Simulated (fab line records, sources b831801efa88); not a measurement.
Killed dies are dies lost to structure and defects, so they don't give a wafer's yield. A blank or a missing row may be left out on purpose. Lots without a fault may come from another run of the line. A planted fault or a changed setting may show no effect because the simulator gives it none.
Which tool did it? | flow sky130 | 6 lots, 18 wafers sampled, at 2 steps of a route of 708

WHAT THE GAUGES READ, wafer by wafer
SKY_DNWELL_TW_MEAS_09.
lot  | measured    | on            | DNWELL_TW
L705 | day 3 15:43 | film_metro-01 | 1098 1097 1105
L708 | day 4 08:01 | film_metro-01 | 1110 1103 1102
L710 | day 4 22:22 | film_metro-04 | 1112 1116 1123
L714 | day 5 20:01 | film_metro-02 | 1134 1125 1132
L720 | day 7 02:23 | film_metro-01 | 510 1113 516
L724 | day 8 03:14 | film_metro-01 | 1102 1099 1102

WHICH TOOL RAN EACH LOT (tool, then ch and the chambers of the sampled wafers, then the start)
lot  | SKY_DNWELL_DEVELOP_06
L705 | litho_track-04 ch 0, day 3 15:00
L708 | litho_track-02 ch 0, day 4 07:00
L710 | litho_track-04 ch 0, day 4 21:00
L714 | litho_track-03 ch 0, day 5 19:00
L720 | litho_track-03 ch 0, day 7 01:00
L724 | litho_track-04 ch 0, day 8 02:00
- SKY_DNWELL_DEVELOP_06: develop time 60 s.

THE ANSWER, worked out from the rows above alone
Rule: what is usual is taken from the lots themselves. Put in order of their means at a reading, lots are off if they are a third of the lots or fewer, leave a main group of 4 or more, and stand apart from it by a gap of 3 or more times the standard deviation of the main group's means; of several such gaps the widest counts. A main group whose means are all the same, to the digits that the tables above print for the reading, isn't used. A lot without any number at a reading at which 4 lots or more have one is off too. The other lots that the step has rows for count as sound.
Off: L720, at SKY_DNWELL_TW_MEAS_09 (DNWELL_TW). The main group: mean 1111, standard deviation 12.
A tool fits if, at a process step before that reading, it ran every lot that is off, and no sound lot after the first of them. The gauges at SKY_DNWELL_TW_MEAS_09 are tried like those tools. One fits: litho_track-03 at SKY_DNWELL_DEVELOP_06. Its last sound lot is L714 (day 5 19:00), its first lot that is off L720 (day 7 01:00): a fault that began between those two fits.

WHAT THE SIMULATOR HAD PUT IN
Process parameter drift: litho_track-03, from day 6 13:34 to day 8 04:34, at SKY_DNWELL_DEVELOP_06. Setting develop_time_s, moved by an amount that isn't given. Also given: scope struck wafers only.
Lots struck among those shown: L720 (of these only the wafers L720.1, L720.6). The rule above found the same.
